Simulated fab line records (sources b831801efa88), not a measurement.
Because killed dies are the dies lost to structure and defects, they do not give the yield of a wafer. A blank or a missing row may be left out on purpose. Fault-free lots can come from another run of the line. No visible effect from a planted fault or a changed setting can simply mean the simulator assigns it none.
fab line records -- flow sky130
[record] lots = 14, wafers = 40, last_day = 50
route steps=708 shown POLY_GATE@230 LDD_LDN@295 SPACER@305 POLY_CUT@315
lots with no fault: from the same line, run without faults
start_h: hours from the record's first day to the start of the lot's first wafer shown -- wait_h: hours since the lot's step before -- " repeats the value in the row above -- L1.1+2: a single row standing in for several wafers -- - no value, or no start was given -- * or withheld: withheld -- < > ~ a bound
route shown NAME@n: names a module that has steps shown in the file, with the first one's number in the route -- usual: mean/standard deviation taken from wafers without a fault -- same: alike in all rows -- chamber/n: place in a boat -- sites: readings site by site -- _std_site: their standard deviation -- _edge_site: outer sites' mean less inner sites' -- radius_mm: for every site, how far away it sits from the centre of the wafer -- mask NAME#n: copy n -- behind: the most recent tool/chamber to have shaped the wafer -- hold: why the lot was held/for how many hours/how that ended -- device: names the non-switching transistor (n, p or np) -- end of line: the route-end tests of the same wafers -- where a step has no rows: the recipe by itself -- killed: count of dies lost to structure and defects at first sort (not the wafer's yield) -- map: shows each die of a wafer: x if killed, . if not, _ if none is there
set.NAME: the setting as run; set.NAME@STEP: as run at that earlier step -- model.NAME: the simulator's own value behind a step, which no gauge read
a sample of lots followed through the steps of the route, with each step as a table and each wafer as a row
services: from which hour (start_h, from the record's first day; less than 0 if before it) a tool's chamber was out of use, for how many hours, and why
[[steps]]
[step SKY_POLY_GATE_ETCH_16]
[recipe] stop_on = poly-Si, chemistry = CH3F/O2, target = Si3N4, source_w = 400, bias_w = 80, pressure_mtorr = 25, ch3f_flow_sccm = 40, O2_flow_sccm = 30, time_s = 147.5, target_depth_a = 750
[usual] drypump_motor_current_A = 5.7/0.38, oes_product_au = 0.640/0.0052, throttle_valve_pct = 10.536/0.0095
[same] time_s = 147.5
lot.wafer,tool,chamber,start_h,wait_h,drypump_motor_current_A,oes_product_au,rf_hours_counter_h,throttle_valve_pct
L766.1,rie_diel-03,3,358.41,0.0,5.7,0.640,5,10.543
L766.3,rie_diel-03,2,358.41,0.0,6.0,0.646,48,10.539
L766.5,rie_diel-03,0,358.41,0.0,6.6,0.639,-,10.533
L767.1,rie_diel-03,3,370.89,0.0,5.7,0.641,6,10.548
L767.3,rie_diel-03,2,370.89,0.0,6.0,0.633,49,10.541
L767.4,rie_diel-03,2,370.89,0.0,6.0,0.640,-,10.545
L769.2,rie_diel-02,0,422.79,0.0,5.6,0.642,13,10.540
L769.3,rie_diel-02,3,422.79,0.0,5.3,0.639,2,10.548
L769.5,rie_diel-02,3,422.79,0.0,5.3,0.636,-,10.528
L768.3,rie_diel-01,2,423.42,0.0,5.2,0.633,27,10.538
L768.4,rie_diel-01,1,423.42,0.0,5.7,0.638,12,10.540
L768.6,rie_diel-01,1,423.42,0.0,5.7,0.636,-,10.527
L770.2,rie_diel-01,1,425.59,0.0,5.7,0.637,12,10.533
L770.3,rie_diel-01,2,425.59,0.0,5.2,0.642,27,10.525
L770.4,rie_diel-01,3,425.59,0.0,6.4,0.635,4,10.531
L772.2,rie_diel-01,0,428.22,0.0,5.8,0.637,61,10.512
L772.4,rie_diel-01,2,428.22,0.0,5.2,0.645,28,10.531
L772.6,rie_diel-01,0,428.22,0.0,5.8,0.643,-,10.527
L773.2,rie_diel-03,3,429.21,0.0,5.7,0.633,6,10.532
L773.5,rie_diel-03,2,429.21,0.0,6.0,0.641,-,10.526
L773.6,rie_diel-03,1,429.21,0.0,5.3,0.638,-,10.539
L775.2,rie_diel-01,3,445.41,0.0,6.4,0.632,5,10.558
L775.3,rie_diel-01,1,445.41,0.0,5.7,0.641,12,10.546
L775.5,rie_diel-01,0,445.41,0.0,5.8,0.642,-,10.548
L774.3,rie_diel-03,0,445.76,0.0,6.6,0.641,15,10.531
L774.4,rie_diel-03,1,445.76,0.0,5.3,0.633,15,10.541
L774.6,rie_diel-03,2,445.76,0.0,6.0,0.640,-,10.548
L777.2,rie_diel-02,0,466.17,0.0,5.7,0.640,14,10.537
L777.3,rie_diel-02,2,466.17,0.0,5.7,0.639,6,10.542
L777.4,rie_diel-02,1,466.17,0.0,5.4,0.643,73,10.537
L781.5,rie_diel-02,1,503.44,0.0,5.4,0.635,-,10.537
L781.6,rie_diel-02,0,503.44,0.0,5.6,0.635,-,10.531
L783.1,rie_diel-02,2,536.61,0.0,5.7,0.644,7,10.548
L783.5,rie_diel-02,0,536.61,0.0,5.6,0.642,-,10.527
L788.2,rie_diel-01,3,561.94,0.0,6.4,0.639,7,10.538
L788.3,rie_diel-01,1,561.94,0.0,5.7,0.639,15,10.536
L788.6,rie_diel-01,0,561.94,0.0,5.8,0.634,-,10.534
L789.1,rie_diel-01,3,564.26,0.0,6.4,0.638,7,10.526
L789.2,rie_diel-01,1,564.26,0.0,5.7,0.638,15,10.547
L789.3,rie_diel-01,2,564.26,0.0,5.2,0.628,30,10.537
[step SKY_LDD_LDN_DEVELOP_06]
[recipe] resist = NOVOLAK, developer = TMAH, develop_time_s = 60, dev_temp_c = 23
[usual] chill_plate_temp_C = 23.01/0.11
lot.wafer,tool,chamber,start_h,wait_h,chill_plate_temp_C
L766.1,litho_track-02,0,512.72,0.1,23.01
L766.3,litho_track-02,0,512.72,0.1,23.06
L766.5,litho_track-02,0,512.72,0.1,23.06
L767.1,litho_track-02,0,528.02,0.1,23.13
L767.3,litho_track-02,0,528.02,0.1,23.05
L767.4,litho_track-02,0,528.02,0.1,23.14
L769.2,litho_track-02,0,581.80,0.1,23.29
L769.3,litho_track-02,0,581.80,0.1,23.09
L769.5,litho_track-02,0,581.80,0.1,22.98
L768.3,litho_track-02,0,582.12,0.1,22.99
L768.4,litho_track-02,0,582.12,0.1,23.03
L768.6,litho_track-02,0,582.12,0.1,22.84
L770.2,litho_track-01,0,582.17,0.1,22.84
L770.3,litho_track-01,0,582.17,0.1,23.02
L770.4,litho_track-01,0,582.17,0.1,22.94
L772.2,litho_track-04,0,585.37,0.1,22.78
L772.4,litho_track-04,0,585.37,0.1,23.06
L772.6,litho_track-04,0,585.37,0.1,22.78
L773.2,litho_track-04,0,586.57,0.1,23.05
L773.5,litho_track-04,0,586.57,0.1,22.99
L773.6,litho_track-04,0,586.57,0.1,22.95
L775.2,litho_track-01,0,600.42,0.1,23.21
L775.3,litho_track-01,0,600.42,0.1,23.13
L775.5,litho_track-01,0,600.42,0.1,23.23
L774.3,litho_track-01,0,600.75,0.1,22.77
L774.4,litho_track-01,0,600.75,0.1,23.06
L774.6,litho_track-01,0,600.75,0.1,23.07
L777.2,litho_track-04,0,616.62,0.1,23.12
L777.3,litho_track-04,0,616.62,0.1,23.12
L777.4,litho_track-04,0,616.62,0.1,23.07
L781.5,litho_track-04,0,653.14,0.1,23.12
L781.6,litho_track-04,0,653.14,0.1,22.74
L783.1,litho_track-04,0,684.94,0.1,22.96
L783.5,litho_track-04,0,684.94,0.1,22.94
L788.2,litho_track-02,0,707.00,0.1,22.91
L788.3,litho_track-02,0,707.00,0.1,22.92
L788.6,litho_track-02,0,707.00,0.1,22.79
L789.1,litho_track-02,0,709.72,0.1,23.07
L789.2,litho_track-02,0,709.72,0.1,23.08
L789.3,litho_track-02,0,709.72,0.1,23.06
[step SKY_LDD_LDN_TW_MEAS_13]
[usual] LDD_LDN_TW = 1487/20
lot.wafer,tool,chamber,start_h,wait_h,LDD_LDN_TW
L766.1,film_metro-02,-,513.61,0.1,1494
L766.3,film_metro-02,-,513.61,0.1,1498
L766.5,film_metro-02,-,513.61,0.1,1493
L767.1,film_metro-02,-,528.91,0.1,1515
L767.3,film_metro-02,-,528.91,0.1,1497
L767.4,film_metro-02,-,528.91,0.1,1506
L769.2,film_metro-01,-,582.67,0.1,1491
L769.3,film_metro-01,-,582.67,0.1,1486
L769.5,film_metro-01,-,582.67,0.1,1499
L768.3,film_metro-04,-,582.98,0.1,1462
L768.4,film_metro-04,-,582.98,0.1,1471
L768.6,film_metro-04,-,582.98,0.1,1466
L770.2,film_metro-02,-,583.05,0.1,1511
L770.3,film_metro-02,-,583.05,0.1,1511
L770.4,film_metro-02,-,583.05,0.1,1519
L772.2,film_metro-04,-,586.24,0.1,1469
L772.4,film_metro-04,-,586.24,0.1,1456
L772.6,film_metro-04,-,586.24,0.1,1476
L773.2,film_metro-04,-,587.44,0.1,1463
L773.5,film_metro-04,-,587.44,0.1,1466
L773.6,film_metro-04,-,587.44,0.1,1462
L775.2,film_metro-01,-,601.30,0.1,1491
L775.3,film_metro-01,-,601.30,0.1,1489
L775.5,film_metro-01,-,601.30,0.1,1484
L774.3,film_metro-01,-,601.61,0.1,1480
L774.4,film_metro-01,-,601.61,0.1,1487
L774.6,film_metro-01,-,601.61,0.1,1485
L777.2,film_metro-02,-,617.49,0.1,1506
L777.3,film_metro-02,-,617.49,0.1,1518
L777.4,film_metro-02,-,617.49,0.1,1517
L781.5,film_metro-02,-,653.97,0.0,30
L781.6,film_metro-02,-,653.97,0.0,1500
L783.1,film_metro-01,-,685.83,0.1,1479
L783.5,film_metro-01,-,685.83,0.1,30
L788.2,film_metro-04,-,707.87,0.1,1451
L788.3,film_metro-04,-,707.87,0.1,1451
L788.6,film_metro-04,-,707.87,0.1,1450
L789.1,film_metro-04,-,710.61,0.1,1458
L789.2,film_metro-04,-,710.61,0.1,1451
L789.3,film_metro-04,-,710.61,0.1,1445
[step SKY_SPACER_THK_MEAS_01]
[recipe] reads = Si3N4_of_SPACER_CVD_00
[usual] SPACER_CVD_00_THK = 43.1/0.34
lot.wafer,tool,chamber,start_h,wait_h,SPACER_CVD_00_THK[nm]
L766.1,film_metro-04,-,515.18,0.0,43.6
L766.3,film_metro-04,-,515.18,0.0,43.6
L766.5,film_metro-04,-,515.18,0.0,43.6
L767.1,film_metro-01,-,530.23,0.0,43.3
L767.3,film_metro-01,-,530.23,0.0,43.8
L767.4,film_metro-01,-,530.23,0.0,43.6
L769.2,film_metro-04,-,584.04,0.0,42.8
L769.3,film_metro-04,-,584.04,0.0,43.1
L769.5,film_metro-04,-,584.04,0.0,42.6
L770.2,film_metro-04,-,585.24,0.0,43.3
L770.3,film_metro-04,-,585.24,0.0,43.4
L770.4,film_metro-04,-,585.24,0.0,43.3
L768.3,film_metro-01,-,585.25,0.0,43.2
L768.4,film_metro-01,-,585.25,0.0,42.8
L768.6,film_metro-01,-,585.25,0.0,43.1
L772.2,film_metro-01,-,587.55,0.0,42.8
L772.4,film_metro-01,-,587.55,0.0,42.9
L772.6,film_metro-01,-,587.55,0.0,43.0
L773.2,film_metro-03,-,589.81,0.0,43.2
L773.5,film_metro-03,-,589.81,0.0,43.2
L773.6,film_metro-03,-,589.81,0.0,43.2
L775.2,film_metro-04,-,603.12,0.0,43.5
L775.3,film_metro-04,-,603.12,0.0,43.5
L775.5,film_metro-04,-,603.12,0.0,43.8
L774.3,film_metro-01,-,603.13,0.0,43.5
L774.4,film_metro-01,-,603.13,0.0,43.6
L774.6,film_metro-01,-,603.13,0.0,43.3
L777.2,film_metro-04,-,619.64,0.0,42.7
L777.3,film_metro-04,-,619.64,0.0,42.7
L777.4,film_metro-04,-,619.64,0.0,43.0
L781.5,film_metro-01,-,655.89,0.0,43.8
L781.6,film_metro-01,-,655.89,0.0,43.6
L783.1,film_metro-01,-,687.15,0.0,42.9
L783.5,film_metro-01,-,687.15,0.0,42.6
L788.2,film_metro-04,-,709.19,0.0,43.1
L788.3,film_metro-04,-,709.19,0.0,43.0
L788.6,film_metro-04,-,709.19,0.0,43.0
L789.1,film_metro-03,-,712.80,0.0,42.5
L789.2,film_metro-03,-,712.80,0.0,42.3
L789.3,film_metro-03,-,712.80,0.0,42.6
[step SKY_POLY_CUT_CD_MEAS_08]
[recipe] target_cd_nm = 270
[usual] cd_nm = 269.8/1.5
lot.wafer,tool,chamber,start_h,wait_h,cd_nm
L766.1,cd_sem-02,-,545.17,-,272.0
L766.3,cd_sem-02,-,545.17,-,272.0
L766.5,cd_sem-02,-,545.17,-,270.4
L767.1,cd_sem-01,-,559.99,-,267.8
L767.3,cd_sem-01,-,559.99,-,270.0
L767.4,cd_sem-01,-,559.99,-,268.1
L769.2,cd_sem-02,-,613.36,-,270.2
L769.3,cd_sem-02,-,613.36,-,269.4
L769.5,cd_sem-02,-,613.36,-,268.9
L768.3,cd_sem-02,-,613.92,-,269.6
L768.4,cd_sem-02,-,613.92,-,268.6
L768.6,cd_sem-02,-,613.92,-,268.6
L770.2,cd_sem-02,-,614.25,-,270.9
L770.3,cd_sem-02,-,614.25,-,270.9
L770.4,cd_sem-02,-,614.25,-,270.7
L772.2,cd_sem-02,-,616.45,-,269.4
L772.4,cd_sem-02,-,616.45,-,268.8
L772.6,cd_sem-02,-,616.45,-,269.3
L773.2,cd_sem-02,-,618.59,-,270.6
L773.5,cd_sem-02,-,618.59,-,272.3
L773.6,cd_sem-02,-,618.59,-,271.0
L775.2,cd_sem-01,-,632.56,-,267.6
L775.3,cd_sem-01,-,632.56,-,266.5
L775.5,cd_sem-01,-,632.56,-,267.4
L774.3,cd_sem-02,-,632.66,-,269.5
L774.4,cd_sem-02,-,632.66,-,269.6
L774.6,cd_sem-02,-,632.66,-,269.5
L777.2,cd_sem-02,-,648.59,-,270.1
L777.3,cd_sem-02,-,648.59,-,270.3
L777.4,cd_sem-02,-,648.59,-,271.4
L781.5,cd_sem-02,-,683.77,-,270.8
L781.6,cd_sem-02,-,683.77,-,271.0
L783.1,cd_sem-01,-,715.03,-,269.6
L783.5,cd_sem-01,-,715.03,-,269.9
L788.2,cd_sem-02,-,737.29,-,269.6
L788.3,cd_sem-02,-,737.29,-,271.2
L788.6,cd_sem-02,-,737.29,-,270.3
L789.1,cd_sem-01,-,741.50,-,268.5
L789.2,cd_sem-01,-,741.50,-,269.1
L789.3,cd_sem-01,-,741.50,-,268.9
[[services]]
tool,chamber,start_h,hours,kind
rie_diel-03,1,344.68,30.4,repair
rie_diel-01,2,369.87,3.9,repair
rie_diel-03,2,373.73,22.5,repair
rie_diel-01,3,375.64,9.5,repair
rie_diel-03,-,378.95,14.6,pm
rie_diel-03,3,394.39,5.9,repair
rie_diel-02,1,415.60,8.7,repair
litho_track-02,-,415.78,-,consumable_replace:filter
rie_diel-02,2,426.91,3.7,repair
rie_diel-01,0,462.24,10.2,repair
rie_diel-03,-,485.90,2.8,pm
rie_diel-01,-,533.24,1.2,repair
rie_diel-01,-,572.31,14.6,pm
rie_diel-02,1,585.77,-,clean
rie_diel-02,1,585.77,23.8,scheduled_down
litho_track-02,-,596.45,-,consumable_replace:filter
rie_diel-01,0,641.22,-,clean
rie_diel-01,0,641.22,19.4,scheduled_down
rie_diel-01,0,641.22,19.4,vent_cycle
rie_diel-02,2,657.01,15.1,repair
rie_diel-03,2,696.60,-,clean
rie_diel-03,2,696.60,21.6,scheduled_down
rie_diel-03,2,696.60,21.6,vent_cycle
rie_diel-01,2,698.77,8.5,repair
[[key]]
[first_sign] step = SKY_LDD_LDN_TW_MEAS_13, reading = LDD_LDN_TW, direction = down, sigmas = 71, usual = 1487, struck = 30
effect none on later readings
met_at SKY_LDD_LDN_DEVELOP_06
struck_lots L781,L783
struck_wafers L781.5,L783.5
sort_left_out L781.5,L783.5
tester_left_out L781,L783
not_acting_at SKY_POLY_GATE_ETCH_16,SKY_SPACER_THK_MEAS_01,SKY_POLY_CUT_CD_MEAS_08
onset_between 616.62 653.14
[fault] kind = process_parameter_drift, tool = litho_track-04, chamber = -, onset_h = 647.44, steps = SKY_LDD_LDN_DEVELOP_06, channel = develop_time_s, offset = *, shape = step, end_h = 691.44, scope = struck_wafers_only, acts_in = *, stated = *
// tester_left_out: of these lots the tester's yield and bins aren't shown, on N5 and GAA mostly nor the transistor test; their killed dies are dies lost to structure and defects alone, not to doping, threshold or leakage, so they don't give the yield
// sort_left_out: the simulated sort isn't trusted on such a fault, so these wafers' sort isn't shown, and their yield isn't known
